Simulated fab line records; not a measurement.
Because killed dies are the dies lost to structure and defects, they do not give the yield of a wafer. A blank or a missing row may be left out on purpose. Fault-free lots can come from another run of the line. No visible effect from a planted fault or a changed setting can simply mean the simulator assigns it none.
One fault seen from 2 desks || flow sky130 || only its own numbers are on each desk; what lay behind them is given at the end

THE TOOL OWNER'S DESK: cvd w-02
The tool's own readings at SKY_LI_CONTACT_CVD_21 (deposits W, target thk 400 nm, time 120.56 s): means of the sampled wafers that have a number, for each lot that ran on this tool. Marked OUT: a lot whose mean sits more than 4 standard deviations from the usual mean, which makes it out of limits; the brackets give that distance.
Columns: A = chamber pressure Torr at SKY_LI_CONTACT_CVD_21, usual 40.00 Torr; B = heater power w at SKY_LI_CONTACT_CVD_21, usual 836 W
{"lot": "L430", "first seen here": "day 31 09:32", "A": 40.00, "B": 839}
{"lot": "L432", "first seen here": "day 32 07:35", "A": 40.03, "B": 912}
{"lot": "L433", "first seen here": "day 32 21:01", "A": 39.99, "B": 852}
{"lot": "L434", "first seen here": "day 33 01:14", "A": 39.96, "B": 890}
{"lot": "L438", "first seen here": "day 35 07:36", "A": 40.03, "B": 909}
{"lot": "L446", "first seen here": "day 37 00:38", "A": 39.92, "B": 791}
{"lot": "L447", "first seen here": "day 37 03:10", "A": 40.06, "B": 946}
{"lot": "L448", "first seen here": "day 37 07:49", "A": 40.02, "B": 796}
This desk found nothing out of limits on any of the 8 lots.

METROLOGY DESK
What the gauges read, lot by lot, whatever tool the lot ran on: means of the sampled wafers that have a number. Marked OUT: a lot whose mean sits more than 4 standard deviations from the usual mean, which makes it out of limits; the brackets give that distance.
Columns: A = SD_P_OVL at SKY_SD_P_OVL_MEAS_08, usual -0.2 nm; B = LI_CONTACT_W_RS at SKY_LI_CONTACT_RS_MEAS_22, usual 0.2860 ohm/sq; C = LI_CONTACT_W_THK at SKY_LI_CONTACT_THK_MEAS_23, usual 404 nm
{"lot": "L427", "first seen here": "day 26 08:56", "A": 0.3, "B": 0.2866, "C": 407}
{"lot": "L430", "first seen here": "day 27 16:55", "A": -2.5, "B": 0.2884, "C": 401}
{"lot": "L432", "first seen here": "day 28 15:33", "A": -2.2, "B": 0.2884, "C": 397}
{"lot": "L433", "first seen here": "day 29 07:02", "A": 0.5, "B": 0.2869, "C": 403}
{"lot": "L434", "first seen here": "day 29 11:02", "A": 0.5, "B": 0.2850, "C": 404}
{"lot": "L436", "first seen here": "day 30 01:25", "A": -1.1, "B": 0.2830, "C": 409}
{"lot": "L441", "first seen here": "day 32 02:20", "A": -0.2, "B": 0.2865, "C": 408}
{"lot": "L438", "first seen here": "day 32 02:41", "A": 0.9, "B": 0.2863, "C": 400}
{"lot": "L446", "first seen here": "day 33 19:02", "A": -1.2, "B": "0.2607 (-9.4) OUT", "C": "443 (+8.0) OUT"}
{"lot": "L447", "first seen here": "day 33 21:10", "A": -0.3, "B": 0.2764, "C": 420}
{"lot": "L448", "first seen here": "day 34 02:20", "A": -1.1, "B": "0.2744 (-4.3) OUT", "C": "430 (+5.3) OUT"}
This desk's finding: out of limits on L446, L448; first on L446, day 37 00:47 (LI_CONTACT_W_RS at SKY_LI_CONTACT_RS_MEAS_22). L427, L430, L432, L433, L434, L436, L441, L438, L447 stayed within limits.

PUT TOGETHER
L446, L448 would have let the metrology desk raise an alarm at day 37 00:47.
The tool owner's desk saw nothing out of limits.
The tool owner's desk has L446, L448 on record, within its limits.
On cvd w-02, each named lot ran SKY_LI_CONTACT_CVD_21.

WHAT HAD BEEN PUT IN BY THE SIMULATOR
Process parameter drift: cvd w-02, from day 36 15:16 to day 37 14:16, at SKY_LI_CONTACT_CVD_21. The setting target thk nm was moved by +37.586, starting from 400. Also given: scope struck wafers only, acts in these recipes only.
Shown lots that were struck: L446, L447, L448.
Hours from the fault's start to each desk's first reading out of limits: the metrology desk, 10.
